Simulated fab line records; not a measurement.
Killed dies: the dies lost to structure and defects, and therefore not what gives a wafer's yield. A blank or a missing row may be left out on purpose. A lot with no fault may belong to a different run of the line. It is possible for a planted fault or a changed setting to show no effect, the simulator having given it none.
fab line records | flow gf180mcu | part 1 of 2: steps 1 to 23 of 34
record lots=5 | wafers=15 | last-day=34
route steps=602 shown V1@344 M2@362
lots untouched by any fault: they come from a run of this same line in which no faults occurred
start-h: hours from the record's opening day to when the first of the lot's shown wafers began | wait-h: time in hours since the lot's previous step | " the same as in the row above | L1.1+2: one row covering several wafers at once | - no value, or no start was given | * or withheld: withheld | < > ~ a bound
route shown NAME@n: names a module that has steps shown in the file, with the first one's number in the route | usual: mean and standard deviation over wafers with no fault | same: alike in all rows | chamber/n: place in a boat | sites: the reading at each site | _std_site: how widely they spread, as a standard deviation | _edge_site: the outer-site mean with the inner-site mean subtracted | radius-mm: how far each site lies from the wafer's centre | mask NAME#n: copy n | behind: tool/chamber where the wafer was last shaped | hold: what put the lot on hold/how long, in hours/how the hold closed | device: names the non-switching transistor (n, p or np) | end of line: the same wafers' tests at the end of the route | a step without rows: its recipe alone | killed: the dies lost at the first sort to structure and to defects; this is not the yield of the wafer | map: a wafer's dies, marking killed ones x, the rest . and places with no die _
set.NAME: the setting the step ran with; set.NAME@STEP: the setting that earlier step ran with | model.NAME: the simulator's own value behind a step, which no gauge read
lots at selected steps of the route; one table per step, one row per wafer
services: when a tool's chamber went out of use (start-h, in hours from the record's first day, below 0 if earlier), for how many hours, and the reason
## steps
# step GF_V1_COAT_09
# recipe resist=KrF | spin-rpm=withheld | resist-thk-nm=1000
# usual resist-line-temp-C=22.97/0.11
lot.wafer | tool           | chamber | start-h | wait-h | resist-line-temp-C
L080.1    | litho-track-04 | 0       | -       | -      | 22.96
L080.5    | "              | 0       | "       | "      | 22.92
L080.6    | "              | 0       | "       | "      | 22.85
L089.2    | litho-track-01 | 0       | -       | -      | 22.87
L089.3    | "              | 0       | "       | "      | 22.86
L089.4    | "              | 0       | "       | "      | 22.79
L091.2    | litho-track-01 | 0       | -       | -      | 22.92
L091.4    | "              | 0       | "       | "      | 23.07
L091.5    | "              | 0       | "       | "      | 22.97
L094.2    | litho-track-01 | 0       | -       | -      | 23.05
L094.3    | "              | 0       | "       | "      | 22.91
L094.6    | "              | 0       | "       | "      | 23.10
L095.1    | litho-track-04 | 0       | -       | -      | 22.97
L095.2    | "              | 0       | "       | "      | 22.79
L095.3    | "              | 0       | "       | "      | 22.89
# step GF_V1_SOFTBAKE_10
# recipe temp-c=130 | time-s=60 | resist=KrF
# usual resist-line-temp-C=22.97/0.11
lot.wafer | tool           | chamber | start-h | wait-h | resist-line-temp-C
L080.1    | litho-track-04 | 0       | -       | -      | 22.98
L080.5    | "              | 0       | "       | "      | 22.77
L080.6    | "              | 0       | "       | "      | 23.08
L089.2    | litho-track-01 | 0       | -       | -      | 22.95
L089.3    | "              | 0       | "       | "      | 22.87
L089.4    | "              | 0       | "       | "      | 22.83
L091.2    | litho-track-01 | 0       | -       | -      | 22.95
L091.4    | "              | 0       | "       | "      | 23.06
L091.5    | "              | 0       | "       | "      | 22.88
L094.2    | litho-track-01 | 0       | -       | -      | 23.07
L094.3    | "              | 0       | "       | "      | 22.86
L094.6    | "              | 0       | "       | "      | 23.10
L095.1    | litho-track-04 | 0       | -       | -      | 22.93
L095.2    | "              | 0       | "       | "      | 22.84
L095.3    | "              | 0       | "       | "      | 23.07
# step GF_V1_EXPOSE_11
# recipe mask-id=Via1 | target-cd-nm=260 | na=0.68 | source-shape=conventional | sigma-outer=0.6 | dose-mj=38
# usual reticle-temp-C=22.99/0.1
lot.wafer | tool           | chamber | start-h | wait-h | mask   | reticle-temp-C
L080.1    | krf-scanner-02 | 0       | -       | -      | Via1#0 | 23.10
L080.5    | "              | 0       | "       | "      | Via1#0 | 22.94
L080.6    | "              | 0       | "       | "      | Via1#0 | 23.05
L089.2    | krf-scanner-01 | 0       | -       | -      | Via1#0 | 23.00
L089.3    | "              | 0       | "       | "      | Via1#0 | 23.08
L089.4    | "              | 0       | "       | "      | Via1#0 | 22.87
L091.2    | krf-scanner-01 | 0       | -       | -      | Via1#0 | 22.88
L091.4    | "              | 0       | "       | "      | Via1#0 | 22.93
L091.5    | "              | 0       | "       | "      | Via1#0 | 22.99
L094.2    | krf-scanner-01 | 0       | -       | -      | Via1#0 | 23.08
L094.3    | "              | 0       | "       | "      | Via1#0 | 23.13
L094.6    | "              | 0       | "       | "      | Via1#0 | 23.14
L095.1    | krf-scanner-02 | 0       | -       | -      | Via1#0 | 23.18
L095.2    | "              | 0       | "       | "      | Via1#0 | 23.04
L095.3    | "              | 0       | "       | "      | Via1#0 | 22.90
# step GF_V1_PEB_12
# recipe peb-temp-c=135 | peb-time-s=90 | resist=KrF
# usual resist-line-temp-C=23.02/0.11
lot.wafer | tool           | chamber | start-h | wait-h | resist-line-temp-C
L080.1    | litho-track-04 | 0       | -       | -      | 23.09
L080.5    | "              | 0       | "       | "      | 23.18
L080.6    | "              | 0       | "       | "      | 23.16
L089.2    | litho-track-01 | 0       | -       | -      | 22.88
L089.3    | "              | 0       | "       | "      | 22.86
L089.4    | "              | 0       | "       | "      | 22.89
L091.2    | litho-track-01 | 0       | -       | -      | 23.14
L091.4    | "              | 0       | "       | "      | 22.98
L091.5    | "              | 0       | "       | "      | 23.15
L094.2    | litho-track-04 | 0       | -       | -      | 22.91
L094.3    | "              | 0       | "       | "      | 22.97
L094.6    | "              | 0       | "       | "      | 23.03
L095.1    | litho-track-01 | 0       | -       | -      | 23.23
L095.2    | "              | 0       | "       | "      | 23.05
L095.3    | "              | 0       | "       | "      | 23.03
# step GF_V1_DEVELOP_13
# recipe develop-time-s=60 | resist=KrF | dev-temp-c=21
# usual resist-line-temp-C=23.00/0.11
lot.wafer | tool           | chamber | start-h | wait-h | resist-line-temp-C
L080.1    | litho-track-04 | 0       | 462.45  | 0.2    | 22.91
L080.5    | "              | 0       | "       | "      | 22.84
L080.6    | "              | 0       | "       | "      | 22.78
L089.2    | litho-track-01 | 0       | 543.30  | 0.2    | 22.96
L089.3    | "              | 0       | "       | "      | 23.07
L089.4    | "              | 0       | "       | "      | 22.99
L091.2    | litho-track-01 | 0       | 556.65  | 0.2    | 23.10
L091.4    | "              | 0       | "       | "      | 23.12
L091.5    | "              | 0       | "       | "      | 22.99
L094.2    | litho-track-04 | 0       | 579.87  | 0.2    | 22.97
L094.3    | "              | 0       | "       | "      | 22.86
L094.6    | "              | 0       | "       | "      | 22.94
L095.1    | litho-track-01 | 0       | 584.97  | 0.2    | 22.89
L095.2    | "              | 0       | "       | "      | 23.11
L095.3    | "              | 0       | "       | "      | 23.05
# step GF_V1_CD_MEAS_14
# recipe target-cd-nm=260
# usual cd-nm=260.0/1.1
lot.wafer | tool      | chamber | start-h | wait-h | cd-nm
L080.1    | cd-sem-02 | -       | 462.60  | 0.1    | 257.9
L080.5    | "         | -       | "       | "      | 259.2
L080.6    | "         | -       | "       | "      | 258.0
L089.2    | cd-sem-02 | -       | 543.44  | 0.1    | 260.4
L089.3    | "         | -       | "       | "      | 261.1
L089.4    | "         | -       | "       | "      | 260.4
L091.2    | cd-sem-02 | -       | 556.79  | 0.1    | 259.6
L091.4    | "         | -       | "       | "      | 260.6
L091.5    | "         | -       | "       | "      | 259.8
L094.2    | cd-sem-02 | -       | 580.01  | 0.1    | 258.9
L094.3    | "         | -       | "       | "      | 259.0
L094.6    | "         | -       | "       | "      | 258.9
L095.1    | cd-sem-01 | -       | 585.12  | 0.1    | 260.7
L095.2    | "         | -       | "       | "      | 260.1
L095.3    | "         | -       | "       | "      | 259.5
# step GF_V1_OVL_MEAS_15
# usual V1_OVL=4/5.4
lot.wafer | tool       | chamber | start-h | wait-h | V1_OVL[nm]
L080.1    | overlay-02 | -       | 462.72  | 0.1    | 11
L080.5    | "          | -       | "       | "      | 13
L080.6    | "          | -       | "       | "      | 5
L089.2    | overlay-01 | -       | 543.55  | 0.1    | -7
L089.3    | "          | -       | "       | "      | 12
L089.4    | "          | -       | "       | "      | 2
L091.2    | overlay-01 | -       | 556.90  | 0.1    | -5
L091.4    | "          | -       | "       | "      | -6
L091.5    | "          | -       | "       | "      | 8
L094.2    | overlay-02 | -       | 580.12  | 0.1    | 14
L094.3    | "          | -       | "       | "      | 4
L094.6    | "          | -       | "       | "      | 7
L095.1    | overlay-02 | -       | 585.24  | 0.1    | 1
L095.2    | "          | -       | "       | "      | 7
L095.3    | "          | -       | "       | "      | -5
# step GF_V1_ETCH_16
# recipe chemistry=N2/H2 | target-depth-a=withheld | overetch-a=withheld | time-s=withheld | target=BARC | ion-energy-ev=200 | source-w=500 | bias-w=100 | pressure-mtorr=30 | n2-flow-sccm=100 | h2-flow-sccm=200
# usual chamber-pressure-mTorr=30.002/0.029 | drypump-motor-current-A=5.7/0.34 | h2-flow-sccm=200.0/0.58 | oes-product-au=0.855/0.0049 | rf-fwd-power-W=495.7/1.6 | throttle-valve-pct=13.224/0.009
lot.wafer | tool        | chamber | start-h | wait-h | chamber-pressure-mTorr | drypump-motor-current-A | h2-flow-sccm | oes-product-au | rf-fwd-power-W | throttle-valve-pct
L080.1    | rie-diel-02 | 1       | 462.75  | 0.0    | 29.995                 | 5.6                     | 200.7        | 0.856          | 496.2          | 13.217
L080.5    | "           | 3       | "       | "      | 30.044                 | 5.7                     | 199.5        | 0.856          | 496.8          | 13.241
L080.6    | "           | 1       | "       | "      | 29.998                 | 5.6                     | 200.7        | 0.854          | 497.0          | 13.232
L089.2    | rie-diel-02 | 0       | 543.58  | 0.0    | 29.968                 | 6.0                     | 199.7        | 0.847          | 493.7          | 13.244
L089.3    | "           | 1       | "       | "      | 30.018                 | 5.6                     | 200.9        | 0.853          | 495.7          | 13.232
L089.4    | "           | 2       | "       | "      | 30.036                 | 5.5                     | 199.4        | 0.857          | 493.9          | 13.220
L091.2    | rie-diel-03 | 3       | 556.93  | 0.0    | 30.036                 | 5.3                     | 200.0        | 0.855          | 495.6          | 13.226
L091.4    | "           | 2       | "       | "      | 29.959                 | 5.8                     | 200.9        | 0.851          | 493.5          | 13.225
L091.5    | "           | 1       | "       | "      | 30.005                 | 6.4                     | 200.4        | 0.853          | 495.5          | 13.227
L094.2    | rie-diel-03 | 3       | 580.15  | 0.0    | 30.033                 | 5.3                     | 199.6        | 0.854          | 496.5          | 13.228
L094.3    | "           | 0       | "       | "      | 30.005                 | 6.0                     | 199.5        | 0.858          | 495.6          | 13.217
L094.6    | "           | 2       | "       | "      | 30.019                 | 5.8                     | 199.7        | 0.855          | 493.7          | 13.237
L095.1    | rie-diel-04 | 2       | 585.28  | 0.0    | 29.989                 | 5.1                     | 199.3        | 0.854          | 495.9          | 13.228
L095.2    | "           | 0       | "       | "      | 29.997                 | 5.8                     | 200.1        | 0.856          | 496.7          | 13.211
L095.3    | "           | 1       | "       | "      | 30.011                 | 5.7                     | 200.7        | 0.848          | 496.0          | 13.231
# step GF_V1_ETCH_17
# recipe chemistry=C4F8/O2/Ar | mask-material=KrF | target=SiO2 | stop-on=TiN | source-w=1500 | bias-w=1200 | pressure-mtorr=40 | c4f8-flow-sccm=withheld | O2_flow_sccm=6 | Ar_flow_sccm=300 | time-s=withheld | target-depth-a=6300
# usual chamber-pressure-mTorr=40.00/0.035 | oes-product-au=0.856/0.0047 | rf-fwd-power-W=1494/5.6
lot.wafer | tool        | chamber | start-h | wait-h | chamber-pressure-mTorr | oes-product-au | rf-fwd-power-W
L080.1    | rie-diel-02 | 1       | -       | -      | 39.97                  | 0.853          | 1499
L080.5    | "           | 3       | "       | "      | 40.02                  | 0.855          | 1500
L080.6    | "           | 1       | "       | "      | 39.99                  | 0.858          | 1501
L089.2    | rie-diel-02 | 0       | -       | -      | 39.94                  | 0.865          | 1488
L089.3    | "           | 1       | "       | "      | 40.00                  | 0.857          | 1499
L089.4    | "           | 2       | "       | "      | 39.95                  | 0.853          | 1490
L091.2    | rie-diel-03 | 3       | -       | -      | 39.97                  | 0.854          | 1487
L091.4    | "           | 2       | "       | "      | 39.92                  | 0.847          | 1486
L091.5    | "           | 1       | "       | "      | 40.06                  | 0.848          | 1498
L094.2    | rie-diel-03 | 3       | -       | -      | 40.02                  | 0.857          | 1491
L094.3    | "           | 0       | "       | "      | 40.01                  | 0.852          | 1495
L094.6    | "           | 2       | "       | "      | 40.00                  | 0.854          | 1491
L095.1    | rie-diel-04 | 2       | -       | -      | 39.95                  | 0.858          | 1490
L095.2    | "           | 0       | "       | "      | 39.99                  | 0.852          | 1496
L095.3    | "           | 1       | "       | "      | 40.05                  | 0.859          | 1494
# step GF_V1_STRIP_18
# recipe chemistry=O2/N2 | power-w=1400 | pressure-mtorr=1500 | platen-temp-c=250 | o2-flow-sccm=3000 | n2-flow-sccm=300 | overash-fraction=0.5
# usual chamber-pressure-mTorr=1499.7/1.3 | drypump-motor-current-A=5.8/0.37 | heater-power-w=309/33 | oes-product-au=0.592/0.0049
lot.wafer | tool            | chamber | start-h | wait-h | chamber-pressure-mTorr | drypump-motor-current-A | heater-power-w | oes-product-au | rf-hours-counter-h
L080.1    | plasma-asher-03 | 1       | 462.88  | -      | 1500.0                 | 5.8                     | 321            | 0.594          | 35
L080.5    | "               | 1       | "       | "      | 1499.5                 | 5.8                     | 324            | 0.589          | -
L080.6    | "               | 0       | "       | "      | 1501.7                 | 6.2                     | 262            | 0.588          | -
L089.2    | plasma-asher-04 | 1       | 543.71  | -      | 1499.1                 | 5.3                     | 302            | 0.593          | 89
L089.3    | "               | 0       | "       | "      | 1498.8                 | 6.4                     | 363            | 0.584          | -
L089.4    | "               | 1       | "       | "      | 1500.0                 | 5.3                     | 296            | 0.595          | -
L091.2    | plasma-asher-04 | 0       | 557.06  | -      | 1500.7                 | 6.4                     | 367            | 0.587          | 91
L091.4    | "               | 1       | "       | "      | 1501.3                 | 5.3                     | 302            | 0.597          | -
L091.5    | "               | 0       | "       | "      | 1499.6                 | 6.4                     | 358            | 0.590          | -
L094.2    | plasma-asher-03 | 1       | 580.28  | -      | 1499.7                 | 5.7                     | 326            | 0.603          | 49
L094.3    | "               | 1       | "       | "      | 1497.8                 | 5.8                     | 330            | 0.596          | -
L094.6    | "               | 0       | "       | "      | 1502.0                 | 6.2                     | 257            | 0.588          | -
L095.1    | plasma-asher-04 | 1       | 585.41  | -      | 1499.8                 | 5.3                     | 297            | 0.591          | 96
L095.2    | "               | 0       | "       | "      | 1498.8                 | 6.4                     | 370            | 0.595          | 96
L095.3    | "               | 0       | "       | "      | 1498.8                 | 6.4                     | 365            | 0.580          | -
# step GF_V1_STRIP_19
# recipe chemistry=post-etch-residue-remover | time-s=1200 | temp-c=72.5
# usual bath-heat-duty-pct=14.3/1.8
lot.wafer | tool         | chamber | start-h | wait-h | bath-heat-duty-pct
L080.1    | wet-bench-02 | 3       | 462.98  | 0.1    | 12.8
L080.5    | "            | 3       | "       | "      | 12.4
L080.6    | "            | 3       | "       | "      | 13.3
L089.2    | wet-bench-04 | 0       | 543.81  | 0.1    | 17.2
L089.3    | "            | 0       | "       | "      | 17.6
L089.4    | "            | 0       | "       | "      | 18.2
L091.2    | wet-bench-01 | 2       | 557.16  | 0.1    | 14.6
L091.4    | "            | 2       | "       | "      | 14.7
L091.5    | "            | 2       | "       | "      | 15.4
L094.2    | wet-bench-04 | 3       | 580.38  | 0.1    | 13.6
L094.3    | "            | 3       | "       | "      | 13.3
L094.6    | "            | 3       | "       | "      | 12.7
L095.1    | wet-bench-01 | 0       | 585.51  | 0.1    | 12.7
L095.2    | "            | 0       | "       | "      | 13.6
L095.3    | "            | 0       | "       | "      | 12.8
# step GF_V1_CLEAN_20
# recipe chemistry=DIW | dry=n2-spin
lot.wafer  | tool         | chamber | start-h | wait-h
L080.1+5+6 | wet-bench-04 | 0       | 463.32  | 0.0
L089.2+3+4 | wet-bench-02 | 3       | 544.15  | 0.0
L091.2+4+5 | wet-bench-04 | 0       | 557.50  | 0.0
L094.2+3+6 | wet-bench-01 | 2       | 580.72  | 0.0
L095.1+2+3 | wet-bench-02 | 0       | 585.85  | 0.0
# step GF_V1_SPUTTER_21
# recipe material=Ti | target-thk-nm=15 | chamber-pressure-pa=5 | power-w=2500 | substrate-temp-c=200 | time-s=80.02
# usual throttle-valve-pct=29.8/0.75
lot.wafer | tool           | chamber | start-h | wait-h | throttle-valve-pct
L080.1    | pvd-sputter-03 | -       | 463.41  | 0.0    | 30.2
L080.5    | "              | -       | "       | "      | 29.4
L080.6    | "              | -       | "       | "      | 30.1
L089.2    | pvd-sputter-03 | -       | 544.24  | 0.0    | 28.8
L089.3    | "              | -       | "       | "      | 30.2
L089.4    | "              | -       | "       | "      | 28.8
L091.2    | pvd-sputter-04 | -       | 557.59  | 0.0    | 30.0
L091.4    | "              | -       | "       | "      | 29.9
L091.5    | "              | -       | "       | "      | 31.1
L094.2    | pvd-sputter-02 | -       | 580.81  | 0.0    | 30.9
L094.3    | "              | -       | "       | "      | 30.1
L094.6    | "              | -       | "       | "      | 30.2
L095.1    | pvd-sputter-02 | -       | 585.94  | 0.0    | 30.8
L095.2    | "              | -       | "       | "      | 29.0
L095.3    | "              | -       | "       | "      | 29.1
# step GF_V1_SPUTTER_22
# recipe material=TiN | target-thk-nm=10 | chamber-pressure-pa=5 | power-w=4000 | time-s=40
# usual throttle-valve-pct=29.8/0.72
lot.wafer | tool           | chamber | start-h | wait-h | throttle-valve-pct
L080.1    | pvd-sputter-03 | -       | 463.47  | 0.0    | 30.2
L080.5    | "              | -       | "       | "      | 29.5
L080.6    | "              | -       | "       | "      | 30.0
L089.2    | pvd-sputter-03 | -       | 544.30  | 0.0    | 29.1
L089.3    | "              | -       | "       | "      | 30.4
L089.4    | "              | -       | "       | "      | 28.6
L091.2    | pvd-sputter-04 | -       | 557.65  | 0.0    | 29.6
L091.4    | "              | -       | "       | "      | 29.8
L091.5    | "              | -       | "       | "      | 31.0
L094.2    | pvd-sputter-02 | -       | 580.87  | 0.0    | 30.7
L094.3    | "              | -       | "       | "      | 30.4
L094.6    | "              | -       | "       | "      | 30.3
L095.1    | pvd-sputter-02 | -       | 586.00  | 0.0    | 30.8
L095.2    | "              | -       | "       | "      | 29.0
L095.3    | "              | -       | "       | "      | 29.2
# step GF_V1_CVD_23
# recipe material=W | target-thk-nm=350 | time-s=105.05 | temp-c=400 | pressure-torr=40
# usual heater-power-w=894/78
lot.wafer | tool     | chamber | start-h | wait-h | heater-power-w
L080.1    | cvd-w-02 | 1       | 463.51  | 0.0    | 810
L080.5    | "        | 1       | "       | "      | 779
L080.6    | "        | 0       | "       | "      | 913
L089.2    | cvd-w-02 | 0       | 544.34  | 0.0    | 938
L089.3    | "        | 1       | "       | "      | 784
L089.4    | "        | 0       | "       | "      | 919
L091.2    | cvd-w-01 | 1       | 557.69  | 0.0    | 828
L091.4    | "        | 1       | "       | "      | 867
L091.5    | "        | 1       | "       | "      | 865
L094.2    | cvd-w-02 | 1       | 580.91  | 0.0    | 800
L094.3    | "        | 1       | "       | "      | 798
L094.6    | "        | 1       | "       | "      | 780
L095.1    | cvd-w-01 | 1       | 586.04  | 0.0    | 836
L095.2    | "        | 0       | "       | "      | 1031
L095.3    | "        | 0       | "       | "      | 987
# step GF_V1_RS_MEAS_24
# recipe thk-meas-gauge=four-point-probe | reads=W_of_V1_CVD_23+TiN_of_V1_SPUTTER_22+Ti_of_V1_SPUTTER_21
# usual V1_W_RS=0.328/0.0038
lot.wafer | tool          | chamber | start-h | wait-h | V1_W_RS[ohm/sq]
L080.1    | film-metro-03 | -       | 463.63  | 0.1    | 0.323
L080.5    | "             | -       | "       | "      | 0.324
L080.6    | "             | -       | "       | "      | 0.333
L089.2    | film-metro-04 | -       | 544.48  | 0.1    | 0.328
L089.3    | "             | -       | "       | "      | 0.324
L089.4    | "             | -       | "       | "      | 0.328
L091.2    | film-metro-02 | -       | 557.83  | 0.1    | 0.336
L091.4    | "             | -       | "       | "      | 0.337
L091.5    | "             | -       | "       | "      | 0.332
L094.2    | film-metro-04 | -       | 581.04  | 0.1    | 0.326
L094.3    | "             | -       | "       | "      | 0.332
L094.6    | "             | -       | "       | "      | 0.329
L095.1    | film-metro-02 | -       | 586.15  | 0.1    | 0.331
L095.2    | "             | -       | "       | "      | 0.336
L095.3    | "             | -       | "       | "      | 0.337
# step GF_V1_THK_MEAS_25
# recipe thk-meas-gauge=xrf | reads=W_of_V1_CVD_23
# usual V1_W_THK=347/4.8
lot.wafer | tool          | chamber | start-h | wait-h | V1_W_THK[nm]
L080.1    | film-metro-03 | -       | 463.75  | 0.1    | 353
L080.5    | "             | -       | "       | "      | 354
L080.6    | "             | -       | "       | "      | 344
L089.2    | film-metro-04 | -       | 544.59  | 0.1    | 342
L089.3    | "             | -       | "       | "      | 351
L089.4    | "             | -       | "       | "      | 345
L091.2    | film-metro-02 | -       | 568.65  | 10.8   | 345
L091.4    | "             | -       | "       | "      | 345
L091.5    | "             | -       | "       | "      | 350
L094.2    | film-metro-04 | -       | 581.15  | 0.1    | 343
L094.3    | "             | -       | "       | "      | 338
L094.6    | "             | -       | "       | "      | 339
L095.1    | film-metro-02 | -       | 586.27  | 0.1    | 345
L095.2    | "             | -       | "       | "      | 341
L095.3    | "             | -       | "       | "      | 339
# step GF_V1_CMP_26
# recipe stop-on=SiO2 | down-force-psi=3.5 | platen-rpm=60 | t-overpolish-s=15 | target-thk-nm=0 | pad-velocity-m-s=0.94248
# usual head-pressure-psi=3.500/0.0076 | motor-current-A=11.0/1.4 | overpolish-run-s=15.000/0.0085 | time-to-endpoint-s=86/5
lot.wafer | tool   | chamber | start-h | wait-h | head-pressure-psi | motor-current-A | overpolish-run-s | time-to-endpoint-s
L080.1    | cmp-01 | 3       | 463.86  | 0.1    | 3.498             | 9.5             | 15.010           | 92
L080.6    | "      | 2       | "       | "      | 3.486             | 10.7            | 15.010           | 93
L080.5    | "      | 3       | "       | "      | 3.514             | 9.4             | 14.996           | 94
L089.4    | cmp-02 | 3       | 544.64  | 0.0    | 3.501             | 12.6            | 14.997           | 79
L089.3    | "      | 0       | "       | "      | 3.490             | 13.2            | 14.999           | 84
L089.2    | "      | 1       | "       | "      | 3.491             | 13.2            | 15.001           | 73
L091.4    | cmp-01 | 0       | 568.70  | 0.0    | 3.500             | 11.1            | 14.987           | 84
L091.2    | "      | 2       | "       | "      | 3.495             | 10.4            | 14.988           | 92
L091.5    | "      | 1       | "       | "      | 3.509             | 10.6            | 15.016           | 82
L094.2    | cmp-01 | 2       | 581.20  | 0.0    | 3.508             | 10.0            | 15.013           | 92
L094.3    | "      | 3       | "       | "      | 3.509             | 9.8             | 14.990           | 86
L094.6    | "      | 3       | "       | "      | 3.506             | 9.4             | 15.005           | 88
L095.2    | cmp-01 | 3       | 586.33  | 0.0    | 3.485             | 9.3             | 15.023           | 91
L095.1    | "      | 0       | "       | "      | 3.499             | 11.0            | 14.996           | 88
L095.3    | "      | 1       | "       | "      | 3.499             | 10.4            | 15.001           | 85
# step GF_M2_SPUTTER_00
# recipe material=Ti | target-thk-nm=37.5 | arriving-ion-energy-ev=80 | substrate-temp-c=200 | chamber-pressure-pa=2 | power-w=4000 | time-s=150
# usual throttle-valve-pct=30.0/0.69
lot.wafer | tool           | chamber | start-h | wait-h | throttle-valve-pct
L080.1    | pvd-sputter-04 | -       | 464.11  | 0.2    | 30.1
L080.5    | "              | -       | "       | "      | 30.9
L080.6    | "              | -       | "       | "      | 30.0
L089.2    | pvd-sputter-01 | -       | 544.94  | 0.1    | 30.4
L089.3    | "              | -       | "       | "      | 30.0
L089.4    | "              | -       | "       | "      | 29.8
L091.2    | pvd-sputter-02 | -       | 569.00  | 0.1    | 29.0
L091.4    | "              | -       | "       | "      | 30.1
L091.5    | "              | -       | "       | "      | 30.8
L094.2    | pvd-sputter-04 | -       | 581.50  | 0.2    | 29.7
L094.3    | "              | -       | "       | "      | 30.4
L094.6    | "              | -       | "       | "      | 29.7
L095.1    | pvd-sputter-01 | -       | 586.63  | 0.2    | 30.0
L095.2    | "              | -       | "       | "      | 29.1
L095.3    | "              | -       | "       | "      | 30.5
# step GF_M2_SPUTTER_01
# recipe material=TiN | target-thk-nm=30 | power-w=6500 | time-s=25 | chamber-pressure-pa=0.4
# usual throttle-valve-pct=30.0/0.67
lot.wafer | tool           | chamber | start-h | wait-h | throttle-valve-pct
L080.1    | pvd-sputter-04 | -       | 464.21  | 0.1    | 30.0
L080.5    | "              | -       | "       | "      | 31.0
L080.6    | "              | -       | "       | "      | 29.7
L089.2    | pvd-sputter-01 | -       | 545.04  | 0.1    | 30.4
L089.3    | "              | -       | "       | "      | 30.0
L089.4    | "              | -       | "       | "      | 30.1
L091.2    | pvd-sputter-02 | -       | 569.10  | 0.1    | 29.0
L091.4    | "              | -       | "       | "      | 30.1
L091.5    | "              | -       | "       | "      | 31.0
L094.2    | pvd-sputter-04 | -       | 581.60  | 0.1    | 30.0
L094.3    | "              | -       | "       | "      | 30.3
L094.6    | "              | -       | "       | "      | 29.9
L095.1    | pvd-sputter-01 | -       | 586.73  | 0.1    | 29.9
L095.2    | "              | -       | "       | "      | 29.2
L095.3    | "              | -       | "       | "      | 30.4
# step GF_M2_SPUTTER_02
# recipe material=AlCu | target-thk-nm=450 | power-w=10600 | time-s=23.9 | chamber-pressure-pa=0.4
# usual throttle-valve-pct=30.0/0.67
lot.wafer | tool           | chamber | start-h | wait-h | throttle-valve-pct
L080.1    | pvd-sputter-04 | -       | 464.24  | 0.0    | 30.0
L080.5    | "              | -       | "       | "      | 31.0
L080.6    | "              | -       | "       | "      | 29.8
L089.2    | pvd-sputter-01 | -       | 545.07  | 0.0    | 30.6
L089.3    | "              | -       | "       | "      | 29.8
L089.4    | "              | -       | "       | "      | 29.9
L091.2    | pvd-sputter-02 | -       | 569.13  | 0.0    | 28.9
L091.4    | "              | -       | "       | "      | 30.1
L091.5    | "              | -       | "       | "      | 30.8
L094.2    | pvd-sputter-04 | -       | 581.63  | 0.0    | 29.9
L094.3    | "              | -       | "       | "      | 30.2
L094.6    | "              | -       | "       | "      | 29.9
L095.1    | pvd-sputter-01 | -       | 586.77  | 0.0    | 29.6
L095.2    | "              | -       | "       | "      | 29.1
L095.3    | "              | -       | "       | "      | 30.6
# step GF_M2_SPUTTER_03
# recipe material=Ti | target-thk-nm=10 | substrate-temp-c=300 | chamber-pressure-pa=0.3 | power-w=3000 | time-s=6.7
# usual throttle-valve-pct=29.9/0.67
lot.wafer | tool           | chamber | start-h | wait-h | throttle-valve-pct
L080.1    | pvd-sputter-04 | -       | 464.27  | 0.0    | 29.9
L080.5    | "              | -       | "       | "      | 31.1
L080.6    | "              | -       | "       | "      | 30.1
L089.2    | pvd-sputter-01 | -       | 545.10  | 0.0    | 30.4
L089.3    | "              | -       | "       | "      | 30.0
L089.4    | "              | -       | "       | "      | 29.6
L091.2    | pvd-sputter-02 | -       | 569.16  | 0.0    | 29.1
L091.4    | "              | -       | "       | "      | 30.4
L091.5    | "              | -       | "       | "      | 30.9
L094.2    | pvd-sputter-04 | -       | 581.66  | 0.0    | 29.9
L094.3    | "              | -       | "       | "      | 30.5
L094.6    | "              | -       | "       | "      | 29.6
L095.1    | pvd-sputter-01 | -       | 586.80  | 0.0    | 29.9
L095.2    | "              | -       | "       | "      | 28.9
L095.3    | "              | -       | "       | "      | 30.5
# step GF_M2_SPUTTER_04
# recipe material=TiN | target-thk-nm=50 | power-w=6500 | time-s=40.57 | chamber-pressure-pa=0.4
# usual throttle-valve-pct=30.0/0.66
lot.wafer | tool           | chamber | start-h | wait-h | throttle-valve-pct
L080.1    | pvd-sputter-04 | -       | 464.29  | 0.0    | 29.7
L080.5    | "              | -       | "       | "      | 30.9
L080.6    | "              | -       | "       | "      | 30.0
L089.2    | pvd-sputter-01 | -       | 545.12  | 0.0    | 30.3
L089.3    | "              | -       | "       | "      | 29.7
L089.4    | "              | -       | "       | "      | 29.9
L091.2    | pvd-sputter-02 | -       | 569.18  | 0.0    | 29.0
L091.4    | "              | -       | "       | "      | 30.4
L091.5    | "              | -       | "       | "      | 30.9
L094.2    | pvd-sputter-04 | -       | 581.69  | 0.0    | 29.5
L094.3    | "              | -       | "       | "      | 30.2
L094.6    | "              | -       | "       | "      | 29.8
L095.1    | pvd-sputter-01 | -       | 586.82  | 0.0    | 29.8
L095.2    | "              | -       | "       | "      | 29.2
L095.3    | "              | -       | "       | "      | 30.6
